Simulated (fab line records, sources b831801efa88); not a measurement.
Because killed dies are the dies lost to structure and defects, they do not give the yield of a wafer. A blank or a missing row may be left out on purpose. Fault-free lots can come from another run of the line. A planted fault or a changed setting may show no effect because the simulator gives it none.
Problem report, 8D (eight disciplines) form, completed by code + flow sky130 + the parts of the form that need people (team, actions taken, sign-off) are left out

## 1. PROBLEM STATEMENT
Mean VIA4_W_RS at SKY_VIA4_RS_MEAS_19: 0.3110 ohm/sq over 4 wafers in 3 lots; fault-free wafers: 0.2266 ohm/sq, standard deviation 0.0026. That puts it +32 standard deviations away from the usual mean.
The step: measures by four-point-probe.
First seen on wafer L254.2, day 45 09:49, on film-metro-04. The record has a number at this step for 30 wafers belonging to 10 lots. Rule for "out", or "out of limits": more than 4 standard deviations from the usual mean. The rest of the wafers with a number are treated as sound.

## 2. WHAT IT IS, WHAT IT ISN'T
| question                    | is                             | is not                                                                                       |
|-----------------------------|--------------------------------|----------------------------------------------------------------------------------------------|
| which readings at this step | VIA4_W_RS                      | -                                                                                            |
| which lots                  | L254, L255, L256               | L245, L246, L248, L250, L261, L266, L267                                                     |
| which wafers of those lots  | L254.2, L254.3, L255.3, L256.3 | L254.5, L255.1, L255.6, L256.4, L256.5                                                       |
| read on which gauges        | film-metro-01, film-metro-04   | film-metro-02                                                                                |
| when                        | from day 45 09:49              | up to then (13 sound wafers); but 13 sound wafers of L255, L256, L261, L266, L267 came after |

## 3. WHAT RULES OUT EACH SUSPECT
Counting: a tool at a process step up to the reading stays a suspect if it ran every lot that is out. Sound lots after the first of them don't rule it out here, since some wafers of a struck lot are sound.
- ruled out: the gauge at SKY_VIA4_RS_MEAS_19. The wafers that are out were read on 2 gauges (film-metro-01, film-metro-04).
- cvd-w-02 at SKY_VIA4_CVD_18 (deposits W, target thk 505 nm, time 152.14 s): kept. Ran every lot that is out, first one L254 (day 45 09:39); last sound lot up to then L250 (day 44 10:58).
After counting, what remains is cvd-w-02 at SKY_VIA4_CVD_18.

## 4. THE CAUSE (what the simulator had put in)
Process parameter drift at SKY_VIA4_CVD_18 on cvd-w-02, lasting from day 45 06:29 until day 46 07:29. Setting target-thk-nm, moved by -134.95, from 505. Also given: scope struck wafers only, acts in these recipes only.
Only this tool survived the counting.

## 5. SEQUENCE OF EFFECTS, ordered by route
Rows list readings where the struck wafers' mean (over those with a number) sits beyond 3 standard deviations from the usual. Only readings for which the record gives a usual standard deviation are gone through. hours: the time from each lot's start at the first step in this table that gives one to its start at this step, as a median over the lots. sigmas: the change in usual standard deviations.
| hours | step                 | reading            | usual         | on struck wafers | change  | sigmas |
|-------|----------------------|--------------------|---------------|------------------|---------|--------|
| 0     | SKY_VIA4_RS_MEAS_19  | VIA4_W_RS          | 0.2266 ohm/sq | 0.3110           | +0.0844 | +32    |
| 3     | SKY_VIA4_THK_MEAS_20 | VIA4_W_THK         | 499 nm        | 365              | -134    | -21    |
| 6     | SKY_VIA4_CMP_21      | time-to-endpoint-s | 125 s         | 92               | -33     | -6.8   |
Its process steps:
- SKY_VIA4_CMP_21: polishes, stops on SiO2, t overpolish 25 s, target thk 0 nm.

## 6. HOW IT WOULD HAVE BEEN CAUGHT EARLIER
The first out-of-limits reading at a measuring or inspecting step in this record came at day 45 09:49, 3 hours after the fault's start at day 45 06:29.
Of the tool readings at SKY_VIA4_CVD_18 for which the record gives a usual standard deviation, none was out on any struck wafer, so an alarm limit of 4 standard deviations on them would not have fired.
L255, L256, from the lots that are out (3), started SKY_VIA4_CVD_18 on cvd-w-02 later than day 45 09:49. A hold on the tool at that time would have spared those 2.
